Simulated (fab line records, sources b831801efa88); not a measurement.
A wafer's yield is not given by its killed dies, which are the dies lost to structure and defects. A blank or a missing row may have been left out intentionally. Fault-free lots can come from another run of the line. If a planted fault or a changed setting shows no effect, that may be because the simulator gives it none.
Which of the tools did it? | flow gf180mcu | Sampling: 13 lots, 39 wafers, 4 of 602 route steps

## WHAT THE GAUGES SHOWED, per wafer
GF_V5_THK_MEAS_03.
lot  | measured     | on            | V5_CVD_02_THK (nm)
L180 | day 26 22:59 | film metro-04 | 1431 1439 1472
L181 | day 27 01:39 | film metro-04 | 1434 1431 1460
L183 | day 27 16:17 | film metro-02 | 1463 1439 1454
L182 | day 27 19:10 | film metro-02 | 1417 1477 1468
L184 | day 28 01:38 | film metro-01 | 1409 1447 1462
L186 | day 28 22:35 | film metro-02 | 1444 1451 1450
L187 | day 29 06:33 | film metro-02 | 1421 1421 1445
L189 | day 29 15:28 | film metro-01 | 1425 1456 1461
L190 | day 29 20:54 | film metro-01 | 1421 1423 1449
L196 | day 31 04:07 | film metro-02 | 1783 1798 1826
L198 | day 31 16:55 | film metro-02 | 1799 1811 1827
L199 | day 32 00:42 | film metro-01 | 1426 1444 1430
L201 | day 32 11:47 | film metro-02 | 1466 1459 1487

GF_V5_CD_MEAS_14: the cd target is 260 nm.
lot  | measured     | on        | cd nm (nm)
L180 | day 27 19:46 | cd sem-01 | 260.0 259.4 260.6
L181 | day 27 22:50 | cd sem-02 | 260.2 260.9 260.3
L183 | day 28 12:22 | cd sem-01 | 258.9 258.5 260.5
L182 | day 28 15:01 | cd sem-01 | 259.3 259.7 259.1
L184 | day 28 21:11 | cd sem-01 | 258.4 259.1 259.7
L186 | day 29 17:46 | cd sem-01 | 258.4 258.5 259.6
L187 | day 30 01:35 | cd sem-01 | 258.9 259.3 259.8
L189 | day 30 10:28 | cd sem-02 | 259.3 257.9 259.8
L190 | day 30 15:37 | cd sem-02 | 262.0 260.0 261.2
L196 | day 31 22:25 | cd sem-01 | 259.4 258.8 257.8
L198 | day 32 10:18 | cd sem-02 | 260.4 260.5 260.4
L199 | day 32 18:37 | cd sem-02 | 261.2 260.8 261.5
L201 | day 33 04:19 | cd sem-02 | 259.7 259.2 258.0

## WHAT TOOL EACH LOT RAN ON (gives the tool, then ch and the chambers of the sampled wafers, and finally the start)
lot  | GF_MIM_SPUTTER_01            | GF_V5_CVD_02
L180 | pvd sputter-02, day 25 03:30 | pecvd-01 ch 1,2, day 26 22:51
L181 | pvd sputter-02, day 25 05:18 | pecvd-03 ch 1,2, day 27 01:32
L183 | pvd sputter-01, day 25 21:06 | pecvd-02 ch 0,1, day 27 16:11
L182 | pvd sputter-04, day 26 00:29 | pecvd-03 ch 0,1,2, day 27 19:04
L184 | pvd sputter-01, day 26 06:26 | pecvd-02 ch 0,1, day 28 01:31
L186 | pvd sputter-04, day 27 04:41 | pecvd-01 ch 1,2, day 28 22:28
L187 | pvd sputter-04, day 27 14:31 | pecvd-03 ch 0,1, day 29 06:26
L189 | pvd sputter-02, day 27 23:04 | pecvd-03 ch 1,2, day 29 15:22
L190 | pvd sputter-01, day 28 05:18 | pecvd-03 ch 1,2, day 29 20:48
L196 | pvd sputter-04, day 29 13:42 | pecvd-01 ch 0,1, day 31 03:59
L198 | pvd sputter-01, day 30 02:26 | pecvd-01 ch 1,2, day 31 16:48
L199 | pvd sputter-02, day 30 11:28 | pecvd-02 ch 0,1,2, day 32 00:35
L201 | pvd sputter-04, day 31 00:04 | pecvd-02 ch 0,2, day 32 11:40
- GF_MIM_SPUTTER_01: material TiN, target thk 30 nm, time 25 s.
- GF_V5_CVD_02: deposits SiO2 from TEOS, target thk 1450 nm, time 163.28 s.

## AS READ BY THE TOOLS THEMSELVES (means over the sampled wafers that have a number; for cases with no such wafer, the mark the record gives instead)
GF_MIM_SPUTTER_01.
lot  | tool           | throttle valve pct (%)
L180 | pvd sputter-02 | 29.8
L181 | pvd sputter-02 | 29.2
L183 | pvd sputter-01 | 30.9
L182 | pvd sputter-04 | 29.5
L184 | pvd sputter-01 | 29.7
L186 | pvd sputter-04 | 30.0
L187 | pvd sputter-04 | 31.3
L189 | pvd sputter-02 | 29.5
L190 | pvd sputter-01 | 29.9
L196 | pvd sputter-04 | 30.3
L198 | pvd sputter-01 | 30.4
L199 | pvd sputter-02 | 28.5
L201 | pvd sputter-04 | 30.3

GF_V5_CVD_02.
lot  | tool     | heater power w (W) | rf fwd power W (W)
L180 | pecvd-01 | 646                | 595.8
L181 | pecvd-03 | 568                | 597.6
L183 | pecvd-02 | 700                | 598.1
L182 | pecvd-03 | 579                | 597.7
L184 | pecvd-02 | 696                | 596.8
L186 | pecvd-01 | 621                | 597.5
L187 | pecvd-03 | 699                | 596.9
L189 | pecvd-03 | 618                | 597.2
L190 | pecvd-03 | 615                | 598.8
L196 | pecvd-01 | 587                | 596.5
L198 | pecvd-01 | 644                | 597.5
L199 | pecvd-02 | 675                | 596.8
L201 | pecvd-02 | 644                | 597.9

## THE ANSWER, worked out from the rows above alone
Rule: the lots themselves supply what counts as usual. Put in order of their means at a reading, lots are off if they are a third of the lots or fewer, leave a main group of 4 or more, and stand apart from it by a gap of 3 or more times the standard deviation of the main group's means; of several such gaps the widest counts. The tables above print the reading to a certain number of digits; a main group whose means all agree to those digits is not used. A lot without any number at a reading at which 4 lots or more have one is off too. The other lots that the step has rows for count as sound. Order of review: gauges by route order, followed by the tools' own readings, for which a lot's mean as printed above is used. At the first step where some lot is off, the reading lying furthest off is the one used; lots without a number count as furthest.
Off: L196, L198, at GF_V5_THK_MEAS_03 (V5_CVD_02_THK). The main group: mean 1445 nm, standard deviation 11.
If a tool, at a process step before that reading, ran all the lots that are off and no sound lot after the first of them, it fits. The gauges at GF_V5_THK_MEAS_03 are tried like those tools. One fits: pecvd-01 at GF_V5_CVD_02. A fault onset in the window from L186 (day 28 22:28, its last sound lot) to L196 (day 31 03:59, its first lot off) fits.

## WHAT HAD BEEN PUT IN BY THE SIMULATOR
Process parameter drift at GF_V5_CVD_02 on pecvd-01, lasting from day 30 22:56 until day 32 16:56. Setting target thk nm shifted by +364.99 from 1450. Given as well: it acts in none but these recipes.
Lots struck among those shown: L196, L198. The rule above found the same.
